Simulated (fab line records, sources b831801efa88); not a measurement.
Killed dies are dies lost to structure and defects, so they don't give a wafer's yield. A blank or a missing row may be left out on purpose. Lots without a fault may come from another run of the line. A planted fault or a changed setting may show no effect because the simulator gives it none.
Which tool did it? | flow sky130 | 14 lots, 42 wafers sampled, at 5 steps of a route of 708

WHAT THE GAUGES READ, wafer by wafer
SKY_LDD_P_TW_MEAS_11.
lot  | measured     | on            | LDD_P_TW
L936 | day 19 23:29 | film_metro-04 | 635 636 636
L939 | day 20 23:34 | film_metro-03 | 634 632 633
L938 | day 21 11:43 | film_metro-01 | 632 635 632
L942 | day 23 00:13 | film_metro-04 | 637 635 640
L947 | day 24 08:58 | film_metro-04 | 635 636 636
L949 | day 24 12:46 | film_metro-03 | 638 634 633
L950 | day 25 06:49 | film_metro-03 | 637 635 636
L951 | day 25 10:37 | film_metro-04 | 640 642 646
L952 | day 25 16:40 | film_metro-04 | 642 642 641
L953 | day 26 00:34 | film_metro-03 | 636 635 636
L954 | day 26 08:29 | film_metro-04 | 636 637 632
L955 | day 26 13:43 | film_metro-04 | 638 638 638
L956 | day 26 21:32 | film_metro-03 | 629 634 633
L957 | day 27 18:28 | film_metro-04 | 639 638 643

SKY_SD_P_CD_MEAS_07: target cd 380 nm.
lot  | measured     | on        | cd_nm (nm)
L936 | day 26 10:20 | cd_sem-02 | 387 382 385
L939 | day 27 06:00 | cd_sem-01 | 381 382 380
L938 | day 27 16:44 | cd_sem-01 | 382 383 351
L942 | day 29 03:01 | cd_sem-01 | 383 353 355
L947 | day 30 09:43 | cd_sem-01 | 386 386 383
L949 | day 30 13:43 | cd_sem-01 | 384 385 385
L950 | day 31 06:50 | cd_sem-01 | 383 381 379
L951 | day 31 12:10 | cd_sem-01 | 380 379 378
L952 | day 31 17:10 | cd_sem-02 | 378 378 379
L953 | day 31 22:05 | cd_sem-02 | 383 383 382
L954 | day 32 05:58 | cd_sem-01 | 384 380 381
L955 | day 32 11:14 | cd_sem-01 | 377 377 377
L956 | day 32 19:40 | cd_sem-02 | 381 381 382
L957 | day 33 15:29 | cd_sem-02 | 378 378 378

SKY_SD_P_TW_MEAS_11.
lot  | measured     | on            | SD_P_TW
L936 | day 26 10:44 | film_metro-01 | 2835 2846 2851
L939 | day 27 06:24 | film_metro-04 | 2851 2846 2852
L938 | day 27 17:08 | film_metro-02 | 2815 2816 2811
L942 | day 29 03:40 | film_metro-01 | 2848 2857 2842
L947 | day 30 10:07 | film_metro-02 | 2818 2816 2820
L949 | day 30 14:08 | film_metro-04 | 2850 2871 2842
L950 | day 31 07:15 | film_metro-02 | 2829 2850 2837
L951 | day 31 12:34 | film_metro-02 | 2818 2825 2813
L952 | day 31 17:34 | film_metro-01 | 2816 2824 2819
L953 | day 31 22:28 | film_metro-01 | 2821 2834 2815
L954 | day 32 06:22 | film_metro-01 | 2843 2830 2834
L955 | day 32 11:37 | film_metro-04 | 2835 2840 2843
L956 | day 32 20:04 | film_metro-04 | 2831 2838 2832
L957 | day 33 15:53 | film_metro-01 | 2833 2858 2844

SKY_SD_N_CD_MEAS_07: target cd 380 nm.
lot  | measured     | on        | cd_nm (nm)
L936 | day 28 19:59 | cd_sem-02 | 380.0 378.1 382.0
L939 | day 29 14:27 | cd_sem-02 | 379.6 379.7 378.2
L938 | day 30 01:06 | cd_sem-02 | 378.8 379.2 380.0
L942 | day 31 10:43 | cd_sem-02 | 382.7 382.1 384.4
L947 | day 32 16:07 | cd_sem-01 | 382.2 382.8 383.3
L949 | day 32 19:59 | cd_sem-02 | 382.5 381.2 379.4
L950 | day 33 12:26 | cd_sem-01 | 381.6 382.1 380.8
L951 | day 33 17:48 | cd_sem-01 | 382.6 382.6 379.2
L952 | day 33 22:20 | cd_sem-02 | 381.0 376.5 378.6
L953 | day 34 03:09 | cd_sem-01 | 378.7 377.2 375.5
L954 | day 34 10:32 | cd_sem-02 | 380.8 381.8 382.9
L955 | day 34 14:56 | cd_sem-02 | 380.7 379.8 380.8
L956 | day 34 23:09 | cd_sem-01 | 381.4 380.2 379.4
L957 | day 35 19:04 | cd_sem-02 | 383.3 380.6 382.4

WHICH TOOL RAN EACH LOT (tool, then ch and the chambers of the sampled wafers, then the start)
lot  | SKY_SD_P_EXPOSE_04
L936 | iline_stepper-01 ch 0, day 25 19:40
L939 | iline_stepper-02 ch 0, day 26 15:50
L938 | iline_stepper-02 ch 0, day 27 02:13
L942 | iline_stepper-02 ch 0, day 28 13:20
L947 | iline_stepper-01 ch 0, day 29 20:19
L949 | iline_stepper-01 ch 0, day 30 00:08
L950 | iline_stepper-02 ch 0, day 30 17:19
L951 | iline_stepper-02 ch 0, day 30 22:50
L952 | iline_stepper-01 ch 0, day 31 04:22
L953 | iline_stepper-01 ch 0, day 31 09:08
L954 | iline_stepper-01 ch 0, day 31 16:18
L955 | iline_stepper-01 ch 0, day 31 21:36
L956 | iline_stepper-02 ch 0, day 32 06:56
L957 | iline_stepper-01 ch 0, day 33 02:03
- SKY_SD_P_EXPOSE_04: exposes mask PSDM, target cd 380 nm.

WHAT THE TOOLS THEMSELVES READ (means of the sampled wafers that have a number; where no wafer has one, the mark that the record gives instead)
The record holds no such reading with a usual standard deviation.

THE ANSWER, worked out from the rows above alone
Rule: what is usual is taken from the lots themselves. Put in order of their means at a reading, lots are off if they are a third of the lots or fewer, leave a main group of 4 or more, and stand apart from it by a gap of 3 or more times the standard deviation of the main group's means; of several such gaps the widest counts. A main group whose means are all the same, to the digits that the tables above print for the reading, isn't used. A lot without any number at a reading at which 4 lots or more have one is off too. The other lots that the step has rows for count as sound. The gauges are gone through in route order, then the tools' own readings, and for those a lot's mean is taken as printed above. The first step at which some lot is off is used, and at that step the reading that is off furthest; a lot without a number counts as furthest.
No lot is off at any reading shown: from this, nothing can be told.

WHAT THE SIMULATOR HAD PUT IN
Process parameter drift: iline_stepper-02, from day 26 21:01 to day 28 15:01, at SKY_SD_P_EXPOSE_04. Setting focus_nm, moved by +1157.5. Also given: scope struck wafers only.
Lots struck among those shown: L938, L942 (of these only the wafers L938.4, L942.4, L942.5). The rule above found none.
